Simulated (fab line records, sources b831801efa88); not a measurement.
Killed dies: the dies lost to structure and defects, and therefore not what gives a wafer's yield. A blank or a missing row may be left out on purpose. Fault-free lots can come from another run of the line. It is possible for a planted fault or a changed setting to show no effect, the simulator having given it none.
A lot that was struck, set against a sound lot | flow gf180mcu | 14 out of 602 route steps
Sound: wafers L465.2, L465.3, L465.6. Wafers L469.3, L469.4, L469.5 were the ones struck. At the end, the cause is stated.
For every step that has rows: the tool of each side, followed by ch and its chambers, followed by its first start. Under that, the readings that differ: sound wafers | struck wafers | difference of the means | sigmas: that difference in standard deviations of wafers without a fault.
alike: a reading whose means differ by less than 2 such deviations, as well as words and numbers matching on both sides. not compared: withheld readings; readings where some wafer has no value; bounds like >300 that might hide an equal value; numbers whose values overlap and for which the record gives no deviation.
The two part at a step that has a row with sigmas, a row that says differs or no value, or rows on one side only. When numbers do not overlap yet have no deviation, they are printed without sigmas and do not part them. A reading that every wafer of one side lacks parts them only if that side has two wafers or more.

first, 2 steps without rows for these wafers: GF_MIM_PEB_17; GF_MIM_DEVELOP_18 (develop time 60 s).
GF_MIM_METAL_ETCH_19: etches the open film in Cl2/BCl3, stops on Si3N4, target depth 324.5 nm, time 54.1 s.
  sound on rie-metal-04 ch 1, day 27 03:52; struck on rie-metal-04 ch 0,1, day 28 12:25
  alike: drypump-motor-current-A, oes-product-au, throttle-valve-pct
  not compared: rf-hours-counter-h
GF_MIM_STRIP_20: strips in O2/N2.
  sound on plasma-asher-04 ch 0,1, day 27 03:59; struck on plasma-asher-04 ch 0,1, day 28 12:29
  alike: drypump-motor-current-A, heater-power-w, n2-flow-sccm, oes-product-au, strip-time-to-endpoint-s
  not compared: rf-hours-counter-h
then, 8 steps without rows for these wafers: GF_MIM_STRIP_21 (strips in post etch residue remover, time 1200 s); GF_MIM_CLEAN_22 (cleans in DIW); GF_M5_DEHYDRATE_00 (time 60 s); GF_M5_HMDS_01 (prime time 60 s); GF_M5_COAT_02 (resist thk 1000 nm); GF_M5_SOFTBAKE_03 (time 60 s); GF_M5_EXPOSE_04 (exposes mask Metal5, target cd 280 nm); GF_M5_PEB_05 (peb time 90 s).
GF_M5_DEVELOP_06: develop time 60 s.
  sound on litho-track-04 ch 0, day 28 00:32; struck on litho-track-03, day 29 08:22
  no value came back on the struck wafers for chill-plate-temp-C (C), develop-time-s (s); on the sound wafers chill-plate-temp-C (C) reads 23.02 22.78 22.90
  reading                             | sound           | struck           | difference | sigmas
  model.KrF_of_M5_COAT_02.thk-nm (nm) | 985 981.6 989.3 | 999.4 996.1 1001 | +13.5      |
GF_M5_CD_MEAS_07: target cd 280 nm.
  sound on cd-sem-02, day 28 00:41; struck on cd-sem-02, day 29 08:30
  reading    | sound             | struck | difference                    | sigmas
  cd-nm (nm) | 280.4 279.1 280.1 | - - -  | no value on the struck wafers |

== WHERE THEY PART ==
Earliest at GF_M5_DEVELOP_06; latest, in this record, at GF_M5_CD_MEAS_07.

WHY: what had been put in by the simulator
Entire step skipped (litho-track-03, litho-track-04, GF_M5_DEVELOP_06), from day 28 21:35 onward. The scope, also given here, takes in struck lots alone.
